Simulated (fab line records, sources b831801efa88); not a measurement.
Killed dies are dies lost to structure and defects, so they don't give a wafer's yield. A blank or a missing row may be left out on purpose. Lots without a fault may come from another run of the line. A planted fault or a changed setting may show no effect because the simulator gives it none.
Which tool did it? | flow gf180mcu | 14 lots, 42 wafers sampled, at 6 steps of a route of 602

WHAT THE GAUGES READ, wafer by wafer
GF_STI_THK_MEAS_02. Usual: STI_OXIDATION_THK 9.74 nm, standard deviation 0.19.
lot  | measured    | on            | STI_OXIDATION_THK (nm) | flag
L455 | day 1 16:32 | film_metro-03 | 9.77 9.59 9.71         |
L456 | day 1 21:31 | film_metro-01 | 9.76 9.71 9.79         |
L458 | day 2 07:31 | film_metro-03 | 9.37 9.57 9.50         |
L460 | day 2 17:45 | film_metro-01 | 9.48 9.73 9.65         |
L464 | day 3 13:37 | film_metro-02 | 9.63 9.72 9.74         |
L465 | day 3 18:31 | film_metro-01 | 9.72 9.68 9.55         |
L466 | day 3 23:31 | film_metro-01 | 9.77 9.63 9.61         |
L468 | day 4 09:31 | film_metro-02 | 9.66 9.52 9.62         |
L469 | day 4 14:31 | film_metro-03 | 9.66 9.81 9.91         |
L470 | day 4 19:31 | film_metro-03 | 9.11 9.10 9.35         |
L472 | day 5 06:43 | film_metro-03 | 9.75 9.85 9.94         |
L473 | day 5 14:49 | film_metro-03 | 9.61 9.71 9.74         |
L476 | day 6 01:57 | film_metro-01 | 9.85 9.73 9.71         |
L477 | day 6 06:32 | film_metro-03 | 9.46 9.55 9.55         |

GF_STI_THK_MEAS_22. Usual: STI_OXIDATION_01_THK 15.31 nm, standard deviation 0.23.
lot  | measured    | on            | STI_OXIDATION_01_THK (nm) | flag
L455 | day 2 08:39 | film_metro-03 | 15.43 15.32 14.92         |
L456 | day 2 13:52 | film_metro-03 | 15.46 15.59 15.49         |
L458 | day 3 00:03 | film_metro-02 | 15.04 15.09 14.90         |
L460 | day 3 10:58 | film_metro-03 | 15.53 15.32 15.62         |
L464 | day 4 07:23 | film_metro-02 | 15.42 15.46 15.43         |
L465 | day 4 12:17 | film_metro-01 | 15.22 15.45 15.48         |
L466 | day 4 17:08 | film_metro-03 | 15.51 15.58 15.43         |
L468 | day 5 05:19 | film_metro-02 | 15.39 15.27 15.46         |
L469 | day 5 12:10 | film_metro-01 | 15.42 15.49 15.57         |
L470 | day 5 17:23 | film_metro-03 | 15.54 15.38 15.61         |
L472 | day 6 00:59 | film_metro-03 | 15.24 15.07 15.30         |
L473 | day 6 09:43 | film_metro-02 | 15.12 15.24 15.15         |
L476 | day 6 23:19 | film_metro-03 | 15.32 15.30 15.16         |
L477 | day 7 04:45 | film_metro-01 | 14.77 14.79 14.90         |

GF_STI_THK_MEAS_24. Usual: STI_CVD_23_THK 653 nm, standard deviation 9.5.
lot  | measured    | on            | STI_CVD_23_THK (nm) | flag
L455 | day 2 08:50 | film_metro-01 | 653 659 650         |
L456 | day 2 14:00 | film_metro-02 | 647 649 656         |
L458 | day 3 00:11 | film_metro-01 | 657 643 657         |
L460 | day 3 11:07 | film_metro-02 | 658 481 657         | OFF
L464 | day 4 07:31 | film_metro-01 | 483 471 658         | OFF
L465 | day 4 12:26 | film_metro-02 | 463 643 656         | OFF
L466 | day 4 17:16 | film_metro-01 | 662 666 665         |
L468 | day 5 05:27 | film_metro-03 | 655 670 657         |
L469 | day 5 12:18 | film_metro-02 | 641 635 664         |
L470 | day 5 17:31 | film_metro-03 | 659 638 662         |
L472 | day 6 01:08 | film_metro-01 | 644 645 653         |
L473 | day 6 09:51 | film_metro-01 | 665 660 652         |
L476 | day 6 23:27 | film_metro-01 | 652 645 659         |
L477 | day 7 04:53 | film_metro-02 | 666 635 654         |

GF_MVPSD_OVL_MEAS_07. Usual: MVPSD_OVL 1.2 nm, standard deviation 1.2.
lot  | measured     | on         | MVPSD_OVL (nm) | flag
L455 | day 5 09:41  | overlay-01 | 1.2 1.5 0.0    |
L456 | day 5 15:20  | overlay-01 | 2.8 1.1 2.5    |
L458 | day 6 02:13  | overlay-01 | -1.3 -0.5 -1.0 |
L460 | day 6 16:35  | overlay-01 | 1.0 4.1        |
L464 | day 7 13:01  | overlay-02 | 1.1            |
L465 | day 7 19:44  | overlay-02 | 1.7 2.6        |
L466 | day 8 01:31  | overlay-02 | 0.5 2.0 -0.1   |
L468 | day 8 18:34  | overlay-01 | 0.7 2.0 2.6    |
L469 | day 9 04:07  | overlay-02 | 0.6 1.4 0.4    |
L470 | day 9 08:37  | overlay-01 | 2.3 2.0 -0.2   |
L472 | day 9 14:53  | overlay-01 | 2.3 0.8 -0.9   |
L473 | day 10 00:38 | overlay-02 | 2.7 -0.4 1.6   |
L476 | day 10 18:31 | overlay-02 | 2.2 1.5 1.3    |
L477 | day 11 00:08 | overlay-01 | 1.5 1.7 2.7    |

WHICH TOOL RAN EACH LOT (tool, then ch and the chambers of the sampled wafers, then the start)
lot  | GF_STI_CVD_23                   | GF_STI_CMP_25
L455 | hdpcvd-01 ch 2, day 2 08:42     | cmp-01 ch 0,1,2, day 2 08:56
L456 | hdpcvd-01 ch 0,1,2, day 2 13:55 | cmp-01 ch 0,1,2, day 2 14:06
L458 | hdpcvd-02 ch 0,1,2, day 3 00:07 | cmp-01 ch 0,1,2, day 3 00:24
L460 | hdpcvd-01 ch 0,2, day 3 11:01   | cmp-01 ch 1,2,3, day 3 11:10
L464 | hdpcvd-01 ch 1,2, day 4 07:27   | cmp-02 ch 2,3, day 4 07:35
L465 | hdpcvd-01 ch 0,1,2, day 4 12:21 | cmp-02 ch 0,2,3, day 4 12:29
L466 | hdpcvd-02 ch 1,2, day 4 17:11   | cmp-01 ch 0,1,2, day 4 17:25
L468 | hdpcvd-02 ch 0,1, day 5 05:22   | cmp-02 ch 1,2, day 5 05:33
L469 | hdpcvd-02 ch 0,2, day 5 12:13   | cmp-02 ch 0,1,3, day 5 12:25
L470 | hdpcvd-02 ch 0,2, day 5 17:26   | cmp-01 ch 0,1,3, day 5 17:38
L472 | hdpcvd-02 ch 0,1, day 6 01:02   | cmp-02 ch 1,3, day 6 01:10
L473 | hdpcvd-02 ch 1,2, day 6 09:46   | cmp-02 ch 1,3, day 6 10:08
L476 | hdpcvd-01 ch 0,2, day 6 23:22   | cmp-02 ch 2,3, day 6 23:31
L477 | hdpcvd-02 ch 0,1,2, day 7 04:49 | cmp-01 ch 0,1,3, day 7 05:04
- GF_STI_CVD_23: deposits SiO2, target thk 650 nm, time 108.3 s.
- GF_STI_CMP_25: polishes, stops on Si3N4, t overpolish 33 s, target thk 524.6 nm.

WHAT THE TOOLS THEMSELVES READ (means of the sampled wafers that have a number; where no wafer has one, the mark that the record gives instead)
GF_STI_CMP_25. Usual: motor_current_A 12.2 A, standard deviation 1.8; time_to_endpoint_s 126 s, standard deviation 7.
lot  | tool   | motor_current_A (A) | time_to_endpoint_s (s) | flag
L455 | cmp-01 | 12.4                | 125                    |
L456 | cmp-01 | 12.6                | 127                    |
L458 | cmp-01 | 12.4                | 122                    |
L460 | cmp-01 | 12.8                | 114                    |
L464 | cmp-02 | 12.7                | 112                    |
L465 | cmp-02 | 12.5                | 119                    |
L466 | cmp-01 | 12.4                | 120                    |
L468 | cmp-02 | 11.7                | 135                    |
L469 | cmp-02 | 13.5                | 126                    |
L470 | cmp-01 | 11.0                | 116                    |
L472 | cmp-02 | 13.5                | 135                    |
L473 | cmp-02 | 12.8                | 132                    |
L476 | cmp-02 | 11.3                | 133                    |
L477 | cmp-01 | 11.3                | 117                    |

THE ANSWER, worked out from the rows above alone
Rule: a lot is off if the mean of its wafers that have a number lies more than 3 standard deviations from the usual mean. A lot without any number at a reading at which 4 lots or more have one is off too. The other lots that the step has rows for count as sound. The gauges are gone through in route order, then the tools' own readings, and for those a lot's mean is taken as printed above. The first step at which some lot is off is used, and at that step the reading that is off furthest; a lot without a number counts as furthest.
Off: L460, L464, L465, at GF_STI_THK_MEAS_24 (STI_CVD_23_THK).
A tool fits if, at a process step before that reading, it ran every lot that is off, and no sound lot after the first of them. The gauges at GF_STI_THK_MEAS_24 are tried like those tools. None of those tried fits.

WHAT THE SIMULATOR HAD PUT IN
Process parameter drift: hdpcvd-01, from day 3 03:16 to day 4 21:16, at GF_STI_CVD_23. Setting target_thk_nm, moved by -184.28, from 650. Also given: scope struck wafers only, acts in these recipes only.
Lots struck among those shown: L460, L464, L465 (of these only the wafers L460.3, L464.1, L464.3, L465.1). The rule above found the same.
